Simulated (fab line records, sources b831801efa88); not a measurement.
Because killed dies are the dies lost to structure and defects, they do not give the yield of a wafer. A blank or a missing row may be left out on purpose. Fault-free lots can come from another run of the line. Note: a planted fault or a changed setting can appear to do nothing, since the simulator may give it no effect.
fab line records    flow gf180mcu
record: lots: 24  wafers: 72  last-day: 35
route steps=602 shown HV_LDD@233 M3@415 M4@473 M5@534 V5@565 PASSIVATION@601
lots untouched by any fault: they come from a run of this same line in which no faults occurred
start-h: start of the lot's first displayed wafer, in hours after the record's first day    wait-h: time in hours since the lot's previous step    " unchanged from the row above    L1.1+2: one row covering several wafers at once    - no value, or no start was given    * or withheld: withheld    < > ~ a bound
route shown NAME@n: a module of which the file shows steps, and the number in the route of the first    usual: average and standard deviation across the fault-free wafers    same: alike in all rows    chamber/n: place in a boat    sites: the reading at each site    _std_site: the standard deviation of these    _edge_site: outer sites' mean less inner sites'    radius-mm: for every site, how far away it sits from the centre of the wafer    mask NAME#n: copy n    behind: the last tool/chamber to shape the wafer    hold: why the lot was held/for how many hours/how that ended    device: whichever transistor did not switch (one of n, p or np)    end of line: the route-end tests of the same wafers    a step with no rows: only its recipe    killed: the dies lost at the first sort to structure and to defects; this is not the yield of the wafer    map: per-die view of a wafer (x killed, . not killed, _ where there is no die)
set.NAME: the setting that was run; set.NAME@STEP: the one run at that earlier step    model.NAME: the simulator's own value behind a step, which no gauge read
steps of the route over a sample of lots; a table a step, a row a wafer
services: from which hour (start-h, from the record's first day; less than 0 if before it) a tool's chamber was out of use, for how many hours, and why
== steps ==
step: GF_HV_LDD_THK_MEAS_57
recipe: reads: Si3N4_of_HV_LDD_CVD_56
usual: HV_LDD_CVD_56_THK: 90.1/0.83
lot.wafer  tool           chamber  start-h  wait-h  HV_LDD_CVD_56_THK[nm]
L074.2     film-metro-03  -        293.65   0.0     91.4
L074.3     "              -        "        "       90.9
L074.4     "              -        "        "       91.1
L075.4     film-metro-04  -        300.89   0.0     89.5
L075.5     "              -        "        "       89.0
L075.6     "              -        "        "       89.7
L076.1     film-metro-03  -        306.33   0.0     89.9
L076.2     "              -        "        "       90.2
L076.3     "              -        "        "       90.7
L077.1     film-metro-01  -        320.49   0.0     89.5
L077.2     "              -        "        "       89.3
L077.4     "              -        "        "       88.8
L078.2     film-metro-03  -        330.20   0.0     91.5
L078.4     "              -        "        "       92.1
L078.6     "              -        "        "       92.0
L079.1     film-metro-04  -        336.91   0.0     89.4
L079.3     "              -        "        "       89.3
L079.4     "              -        "        "       89.9
L080.1     film-metro-03  -        337.17   0.0     90.3
L080.2     "              -        "        "       89.4
L080.5     "              -        "        "       89.3
L081.1     film-metro-04  -        351.78   0.0     90.8
L081.5     "              -        "        "       91.0
L081.6     "              -        "        "       91.1
L082.2     film-metro-01  -        352.10   0.0     90.3
L082.5     "              -        "        "       91.0
L082.6     "              -        "        "       90.7
L083.2     film-metro-03  -        366.88   0.0     90.0
L083.4     "              -        "        "       89.7
L083.5     "              -        "        "       89.9
L084.2     film-metro-04  -        372.08   0.0     90.2
L084.4     "              -        "        "       89.9
L084.5     "              -        "        "       91.0
L085.2     film-metro-04  -        381.54   0.0     91.3
L085.3     "              -        "        "       90.8
L085.6     "              -        "        "       90.3
L086.2     film-metro-03  -        382.83   0.0     90.0
L086.4     "              -        "        "       89.6
L086.6     "              -        "        "       89.7
L087.1     film-metro-03  -        393.69   0.0     89.1
L087.3     "              -        "        "       88.7
L087.4     "              -        "        "       89.4
L088.1     film-metro-01  -        400.43   0.0     90.7
L088.3     "              -        "        "       90.5
L088.4     "              -        "        "       90.7
L089.1     film-metro-01  -        411.44   0.0     90.1
L089.2     "              -        "        "       90.0
L089.5     "              -        "        "       90.2
L090.4     film-metro-01  -        415.72   0.0     89.5
L090.5     "              -        "        "       89.7
L090.6     "              -        "        "       89.9
L091.1     film-metro-01  -        427.64   0.0     89.9
L091.3     "              -        "        "       89.9
L091.6     "              -        "        "       90.2
L092.3     film-metro-04  -        432.32   0.0     88.1
L092.4     "              -        "        "       88.3
L092.6     "              -        "        "       87.9
L093.1     film-metro-04  -        438.92   0.0     88.9
L093.3     "              -        "        "       89.7
L093.4     "              -        "        "       90.8
L094.1     film-metro-01  -        450.07   0.0     89.9
L094.2     "              -        "        "       90.6
L094.3     "              -        "        "       91.0
L095.1     film-metro-04  -        457.07   0.0     90.2
L095.3     "              -        "        "       89.2
L095.6     "              -        "        "       90.2
L096.2     film-metro-03  -        466.59   0.0     89.8
L096.4     "              -        "        "       90.1
L096.5     "              -        "        "       90.9
L097.3     film-metro-03  -        477.55   0.0     90.8
L097.5     "              -        "        "       90.4
L097.6     "              -        "        "       90.7
step: GF_M3_THK_MEAS_06
recipe: thk-meas-gauge: xrf  reads: AlCu_of_M3_SPUTTER_02
usual: M3_ALCU_THK: 457/6.3
lot.wafer  tool           chamber  start-h  wait-h  M3_ALCU_THK[nm]
L074.2     film-metro-01  -        490.87   0.1     447
L074.3     "              -        "        "       458
L074.4     "              -        "        "       456
L075.4     film-metro-01  -        502.14   0.1     455
L075.5     "              -        "        "       449
L075.6     "              -        "        "       453
L076.1     film-metro-01  -        504.44   0.1     450
L076.2     "              -        "        "       448
L076.3     "              -        "        "       453
L077.1     film-metro-04  -        519.47   0.1     454
L077.2     "              -        "        "       452
L077.4     "              -        "        "       453
L078.2     film-metro-01  -        531.38   0.1     457
L078.4     "              -        "        "       451
L078.6     "              -        "        "       462
L079.1     film-metro-04  -        537.91   0.1     474
L079.3     "              -        "        "       474
L079.4     "              -        "        "       464
L080.1     film-metro-04  -        539.07   0.1     458
L080.2     "              -        "        "       456
L080.5     "              -        "        "       460
L081.1     film-metro-04  -        555.06   0.1     465
L081.5     "              -        "        "       463
L081.6     "              -        "        "       456
L082.2     film-metro-04  -        555.25   0.1     455
L082.5     "              -        "        "       462
L082.6     "              -        "        "       460
L083.2     film-metro-01  -        568.15   0.1     446
L083.4     "              -        "        "       449
L083.5     "              -        "        "       446
L084.2     film-metro-04  -        573.06   0.1     463
L084.4     "              -        "        "       471
L084.5     "              -        "        "       461
L085.2     film-metro-01  -        581.53   0.1     453
L085.3     "              -        "        "       450
L085.6     "              -        "        "       453
L086.2     film-metro-04  -        583.58   0.1     458
L086.4     "              -        "        "       460
L086.6     "              -        "        "       457
L087.1     film-metro-01  -        592.23   0.1     459
L087.3     "              -        "        "       457
L087.4     "              -        "        "       465
L088.1     film-metro-02  -        597.36   0.1     463
L088.3     "              -        "        "       465
L088.4     "              -        "        "       467
L089.1     film-metro-02  -        607.68   0.1     456
L089.2     "              -        "        "       451
L089.5     "              -        "        "       450
L090.4     film-metro-01  -        613.59   0.1     458
L090.5     "              -        "        "       452
L090.6     "              -        "        "       456
L091.1     film-metro-04  -        622.01   0.1     470
L091.3     "              -        "        "       467
L091.6     "              -        "        "       472
L092.3     film-metro-01  -        626.73   0.1     468
L092.4     "              -        "        "       465
L092.6     "              -        "        "       465
L093.1     film-metro-01  -        629.75   0.1     452
L093.3     "              -        "        "       451
L093.4     "              -        "        "       456
L094.1     film-metro-02  -        639.10   0.1     455
L094.2     "              -        "        "       450
L094.3     "              -        "        "       455
L095.1     film-metro-01  -        645.42   0.1     459
L095.3     "              -        "        "       460
L095.6     "              -        "        "       458
L096.2     film-metro-04  -        652.56   0.1     461
L096.4     "              -        "        "       456
L096.5     "              -        "        "       457
L097.3     film-metro-01  -        662.83   0.1     459
L097.5     "              -        "        "       461
L097.6     "              -        "        "       462
step: GF_M4_STRIP_17
recipe: chemistry: O2/N2  power-w: 1400  pressure-mtorr: 1500  platen-temp-c: 250  o2-flow-sccm: 3000  n2-flow-sccm: 300  overash-fraction: 0.5
usual: drypump-motor-current-A: 5.9/0.56  heater-power-w: 332/13  oes-product-au: 0.558/0.0048  strip-time-to-endpoint-s: 7.86/0.045
lot.wafer  tool             chamber  start-h  wait-h  drypump-motor-current-A  heater-power-w  oes-product-au  rf-hours-counter-h  strip-time-to-endpoint-s
L074.2     plasma-asher-02  1        564.34   0.1     5.1                      346             0.550           47                  7.81
L074.3     "                1        "        "       5.1                      340             0.544           -                   7.80
L074.4     "                0        "        "       5.6                      322             0.564           -                   7.83
L075.4     plasma-asher-02  0        572.57   0.1     5.6                      320             0.560           -                   7.81
L075.5     "                1        "        "       5.1                      341             0.552           -                   7.84
L075.6     "                0        "        "       5.6                      325             0.554           -                   7.85
L076.1     plasma-asher-04  1        574.04   0.1     6.7                      321             0.572           94                  7.94
L076.2     "                0        "        "       6.1                      352             0.557           94                  7.96
L076.3     "                0        "        "       6.1                      347             0.558           -                   7.90
L077.1     plasma-asher-02  1        588.57   0.1     5.1                      336             0.559           50                  7.87
L077.2     "                0        "        "       5.6                      318             0.557           50                  7.82
L077.4     "                1        "        "       5.1                      345             0.559           -                   7.81
L078.2     plasma-asher-04  0        598.98   0.1     6.1                      355             0.563           97                  7.85
L078.4     "                0        "        "       6.1                      352             0.551           -                   7.84
L078.6     "                1        "        "       6.6                      324             0.566           -                   7.81
L079.1     plasma-asher-01  1        604.52   0.1     5.9                      328             0.557           18                  7.83
L079.3     "                0        "        "       5.2                      332             0.555           -                   7.91
L079.4     "                1        "        "       5.9                      322             0.564           -                   7.83
L080.1     plasma-asher-04  0        604.93   0.1     6.1                      358             0.557           98                  7.82
L080.2     "                1        "        "       6.7                      324             0.553           98                  7.88
L080.5     "                1        "        "       6.7                      313             0.553           -                   7.86
L081.1     plasma-asher-01  0        621.35   0.2     5.2                      322             0.558           19                  7.86
L081.5     "                0        "        "       5.2                      330             0.555           -                   7.86
L081.6     "                1        "        "       5.9                      315             0.548           -                   7.83
L082.2     plasma-asher-02  1        621.58   0.1     5.1                      338             0.553           53                  7.87
L082.5     "                0        "        "       5.7                      320             0.559           -                   7.84
L082.6     "                1        "        "       5.1                      338             0.561           -                   7.88
L083.2     plasma-asher-04  0        632.98   0.1     6.1                      358             0.548           101                 7.82
L083.4     "                0        "        "       6.1                      349             0.558           -                   7.86
L083.5     "                1        "        "       6.7                      311             0.564           -                   7.84
L084.2     plasma-asher-02  0        638.47   0.1     5.6                      329             0.558           55                  7.85
L084.4     "                1        "        "       5.1                      339             0.561           -                   7.89
L084.5     "                0        "        "       5.7                      326             0.555           -                   7.90
L085.2     plasma-asher-01  0        648.48   0.1     5.2                      325             0.562           22                  7.82
L085.3     "                0        "        "       5.2                      321             0.558           -                   7.85
L085.6     "                0        "        "       5.2                      326             0.561           -                   7.80
L086.2     plasma-asher-04  1        648.95   0.1     6.7                      319             0.549           103                 7.84
L086.4     "                1        "        "       6.7                      323             0.561           -                   7.83
L086.6     "                0        "        "       6.1                      344             0.555           -                   7.83
L087.1     plasma-asher-02  1        657.28   0.1     5.1                      349             0.558           57                  7.88
L087.3     "                1        "        "       5.1                      331             0.561           -                   7.86
L087.4     "                0        "        "       5.7                      318             0.556           -                   7.87
L088.1     plasma-asher-02  1        661.62   0.1     5.1                      344             0.556           57                  7.80
L088.3     "                1        "        "       5.1                      347             0.555           -                   7.89
L088.4     "                0        "        "       5.6                      323             0.555           -                   7.83
L089.1     plasma-asher-04  0        671.37   0.1     6.1                      344             0.571           105                 7.96
L089.2     "                1        "        "       6.7                      329             0.565           105                 8.00
L089.5     "                1        "        "       6.7                      323             0.567           -                   7.96
L090.4     plasma-asher-04  1        677.62   0.1     6.7                      325             0.560           -                   7.81
L090.5     "                1        "        "       6.7                      326             0.547           -                   7.82
L090.6     "                0        "        "       6.1                      339             0.558           -                   7.84
L091.1     plasma-asher-04  0        685.27   0.1     6.1                      353             0.563           106                 7.94
L091.3     "                0        "        "       6.1                      357             0.556           -                   7.91
L091.6     "                1        "        "       6.7                      330             0.566           -                   7.93
L092.3     plasma-asher-02  0        689.45   0.1     5.7                      315             0.560           -                   7.91
L092.4     "                1        "        "       5.1                      341             0.562           -                   7.91
L092.6     "                0        "        "       5.7                      325             0.563           -                   7.91
L093.1     plasma-asher-04  0        692.08   0.2     6.0                      358             0.555           107                 7.79
L093.3     "                0        "        "       6.0                      355             0.558           -                   7.86
L093.4     "                1        "        "       6.7                      328             0.554           -                   7.82
L094.1     plasma-asher-01  0        700.60   0.2     5.3                      327             0.557           27                  7.94
L094.2     "                1        "        "       5.9                      327             0.565           27                  7.91
L094.3     "                0        "        "       5.2                      325             0.556           -                   7.89
L095.1     plasma-asher-04  1        708.26   0.2     6.7                      318             0.557           109                 7.88
L095.3     "                0        "        "       6.1                      345             0.555           -                   7.88
L095.6     "                0        "        "       6.1                      355             0.554           -                   7.87
L096.2     plasma-asher-02  1        713.35   0.1     5.1                      337             0.557           62                  7.82
L096.4     "                0        "        "       5.6                      314             0.559           -                   7.86
L096.5     "                1        "        "       5.1                      350             0.554           -                   7.84
L097.3     plasma-asher-04  1        722.72   0.1     6.7                      319             0.558           -                   7.93
L097.5     "                1        "        "       6.7                      325             0.559           -                   7.93
L097.6     "                0        "        "       6.1                      344             0.556           -                   7.86
step: GF_M5_OVL_MEAS_08
usual: M5_OVL: -2/5.6
lot.wafer  tool        chamber  start-h  wait-h  M5_OVL[nm]
L074.2     overlay-02  -        629.45   0.1     11
L074.3     "           -        "        "       5
L074.4     "           -        "        "       0
L075.4     overlay-02  -        639.20   0.1     0
L075.5     "           -        "        "       0
L075.6     "           -        "        "       -5
L076.1     overlay-01  -        639.24   0.1     2
L076.2     "           -        "        "       7
L076.3     "           -        "        "       7
L077.1     overlay-02  -        653.99   0.1     1
L077.2     "           -        "        "       -4
L077.4     "           -        "        "       -5
L078.2     overlay-02  -        664.11   0.1     -9
L078.4     "           -        "        "       -6
L078.6     "           -        "        "       -2
L079.1     overlay-02  -        669.63   0.1     1
L079.3     "           -        "        "       -5
L079.4     "           -        "        "       0
L080.1     overlay-02  -        669.98   0.1     -4
L080.2     "           -        "        "       -4
L080.5     "           -        "        "       -3
L081.1     overlay-01  -        684.13   0.1     -8
L081.5     "           -        "        "       -9
L081.6     "           -        "        "       -12
L082.2     overlay-01  -        685.00   0.1     -4
L082.5     "           -        "        "       -4
L082.6     "           -        "        "       -3
L083.2     overlay-01  -        696.00   0.1     0
L083.4     "           -        "        "       8
L083.5     "           -        "        "       5
L084.2     overlay-02  -        700.69   0.1     -7
L084.4     "           -        "        "       -1
L084.5     "           -        "        "       2
L085.2     overlay-02  -        710.62   0.1     1
L085.3     "           -        "        "       5
L085.6     "           -        "        "       12
L086.2     overlay-02  -        711.49   0.1     7
L086.4     "           -        "        "       2
L086.6     "           -        "        "       4
L087.1     overlay-01  -        719.93   0.1     0
L087.3     "           -        "        "       5
L087.4     "           -        "        "       1
L088.1     overlay-01  -        721.54   0.1     -2
L088.3     "           -        "        "       4
L088.4     "           -        "        "       -4
L089.1     overlay-01  -        731.14   0.1     -13
L089.2     "           -        "        "       -14
L089.5     "           -        "        "       -7
L090.4     overlay-02  -        737.80   0.1     6
L090.5     "           -        "        "       -9
L090.6     "           -        "        "       -7
L091.1     overlay-02  -        745.78   0.1     0
L091.3     "           -        "        "       -3
L091.6     "           -        "        "       -1
L092.3     overlay-01  -        748.10   0.1     -4
L092.4     "           -        "        "       4
L092.6     "           -        "        "       -8
L093.1     overlay-02  -        751.49   0.1     -1
L093.3     "           -        "        "       -6
L093.4     "           -        "        "       -10
L094.1     overlay-02  -        757.23   0.1     -8
L094.2     "           -        "        "       -8
L094.3     "           -        "        "       -10
L095.1     overlay-01  -        765.43   0.1     -9
L095.3     "           -        "        "       -3
L095.6     "           -        "        "       -7
L096.2     overlay-01  -        770.05   0.1     -1
L096.4     "           -        "        "       -9
L096.5     "           -        "        "       -2
L097.3     overlay-01  -        778.70   0.1     -6
L097.5     "           -        "        "       0
L097.6     "           -        "        "       0
step: GF_V5_THK_MEAS_25
recipe: thk-meas-gauge: xrf  reads: W_of_V5_CVD_23
usual: V5_W_THK: 357/5.6
lot.wafer  tool           chamber  start-h  wait-h  V5_W_THK[nm]
L074.2     film-metro-02  -        652.16   0.1     363
L074.3     "              -        "        "       363
L074.4     "              -        "        "       352
L075.4     film-metro-03  -        661.47   0.1     359
L075.5     "              -        "        "       361
L075.6     "              -        "        "       366
L076.1     film-metro-02  -        661.79   0.1     359
L076.2     "              -        "        "       353
L076.3     "              -        "        "       360
L077.1     film-metro-02  -        676.39   0.1     369
L077.2     "              -        "        "       356
L077.4     "              -        "        "       360
L078.2     film-metro-01  -        686.57   0.1     352
L078.4     "              -        "        "       353
L078.6     "              -        "        "       354
L079.1     film-metro-03  -        691.69   0.1     359
L079.3     "              -        "        "       355
L079.4     "              -        "        "       358
L080.1     film-metro-01  -        692.23   0.1     357
L080.2     "              -        "        "       364
L080.5     "              -        "        "       360
L081.1     film-metro-01  -        706.86   0.1     357
L081.5     "              -        "        "       359
L081.6     "              -        "        "       350
L082.2     film-metro-01  -        707.64   0.1     360
L082.5     "              -        "        "       351
L082.6     "              -        "        "       362
L083.2     film-metro-01  -        716.02   0.1     355
L083.4     "              -        "        "       357
L083.5     "              -        "        "       356
L084.2     film-metro-03  -        721.74   0.1     363
L084.4     "              -        "        "       359
L084.5     "              -        "        "       358
L085.2     film-metro-02  -        731.85   0.1     359
L085.3     "              -        "        "       358
L085.6     "              -        "        "       358
L086.2     film-metro-01  -        732.20   0.1     361
L086.4     "              -        "        "       361
L086.6     "              -        "        "       355
L087.1     film-metro-01  -        741.09   0.1     365
L087.3     "              -        "        "       362
L087.4     "              -        "        "       359
L088.1     film-metro-01  -        742.38   0.1     356
L088.3     "              -        "        "       355
L088.4     "              -        "        "       350
L089.1     film-metro-02  -        751.04   0.1     353
L089.2     "              -        "        "       353
L089.5     "              -        "        "       354
L090.4     film-metro-02  -        758.42   0.1     350
L090.5     "              -        "        "       353
L090.6     "              -        "        "       357
L091.1     film-metro-01  -        765.43   0.1     361
L091.3     "              -        "        "       365
L091.6     "              -        "        "       364
L092.3     film-metro-03  -        767.43   0.1     371
L092.4     "              -        "        "       357
L092.6     "              -        "        "       371
L093.1     film-metro-02  -        770.87   0.1     350
L093.3     "              -        "        "       349
L093.4     "              -        "        "       362
L094.1     film-metro-02  -        776.00   0.1     357
L094.2     "              -        "        "       349
L094.3     "              -        "        "       356
L095.1     film-metro-02  -        784.34   0.1     350
L095.3     "              -        "        "       348
L095.6     "              -        "        "       351
L096.2     film-metro-01  -        788.36   0.1     351
L096.4     "              -        "        "       349
L096.5     "              -        "        "       354
L097.3     film-metro-03  -        796.60   0.1     366
L097.5     "              -        "        "       364
L097.6     "              -        "        "       366
step: GF_PASSIVATION_BOW_MEAS_14
recipe: mode: bow
usual: PASSIVATION_BOW: 135/10
lot.wafer  tool           chamber  start-h  wait-h  PASSIVATION_BOW[um]
L074.2     film-metro-01  -        695.22   0.0     128
L074.3     "              -        "        "       115
L074.4     "              -        "        "       109
L075.4     film-metro-01  -        703.40   0.1     128
L075.5     "              -        "        "       151
L075.6     "              -        "        "       142
L076.1     film-metro-01  -        704.00   0.0     131
L076.2     "              -        "        "       120
L076.3     "              -        "        "       127
L077.1     film-metro-04  -        716.99   0.0     136
L077.2     "              -        "        "       132
L077.4     "              -        "        "       136
L078.2     film-metro-01  -        728.48   0.0     139
L078.4     "              -        "        "       141
L078.6     "              -        "        "       141
L079.1     film-metro-04  -        733.91   0.0     120
L079.3     "              -        "        "       123
L079.4     "              -        "        "       140
L080.1     film-metro-03  -        735.41   0.0     142
L080.2     "              -        "        "       150
L080.5     "              -        "        "       133
L081.1     film-metro-01  -        746.80   0.0     144
L081.5     "              -        "        "       137
L081.6     "              -        "        "       155
L082.2     film-metro-03  -        747.87   0.0     124
L082.5     "              -        "        "       126
L082.6     "              -        "        "       125
L083.2     film-metro-04  -        755.61   0.0     122
L083.4     "              -        "        "       131
L083.5     "              -        "        "       141
L084.2     film-metro-03  -        761.36   0.0     137
L084.4     "              -        "        "       140
L084.5     "              -        "        "       144
L085.2     film-metro-01  -        770.42   0.0     127
L085.3     "              -        "        "       136
L085.6     "              -        "        "       129
L086.2     film-metro-03  -        771.19   0.0     136
L086.4     "              -        "        "       136
L086.6     "              -        "        "       141
L087.1     film-metro-01  -        779.14   0.0     144
L087.3     "              -        "        "       132
L087.4     "              -        "        "       140
L088.1     film-metro-03  -        780.24   0.0     136
L088.3     "              -        "        "       136
L088.4     "              -        "        "       144
L089.1     film-metro-03  -        788.31   0.0     144
L089.2     "              -        "        "       141
L089.5     "              -        "        "       133
L090.4     film-metro-03  -        793.86   0.1     109
L090.5     "              -        "        "       115
L090.6     "              -        "        "       127
L091.1     film-metro-03  -        800.59   0.0     151
L091.3     "              -        "        "       147
L091.6     "              -        "        "       149
L092.3     film-metro-04  -        803.64   0.0     141
L092.4     "              -        "        "       147
L092.6     "              -        "        "       149
L093.1     film-metro-04  -        806.45   0.0     131
L093.3     "              -        "        "       131
L093.4     "              -        "        "       132
L094.1     film-metro-03  -        810.64   0.0     136
L094.2     "              -        "        "       136
L094.3     "              -        "        "       138
L095.1     film-metro-04  -        818.69   0.0     134
L095.3     "              -        "        "       122
L095.6     "              -        "        "       133
L096.2     film-metro-01  -        822.58   0.0     148
L096.4     "              -        "        "       148
L096.5     "              -        "        "       151
L097.3     film-metro-01  -        828.15   0.0     144
L097.5     "              -        "        "       135
L097.6     "              -        "        "       133
== services ==
tool             chamber  start-h  hours  kind
plasma-asher-02  -        544.55   0.4    repair
plasma-asher-01  -        568.80   6.6    repair
plasma-asher-01  -        627.73   2.0    repair
plasma-asher-01  -        713.11   1.2    repair
== key ==
fault none
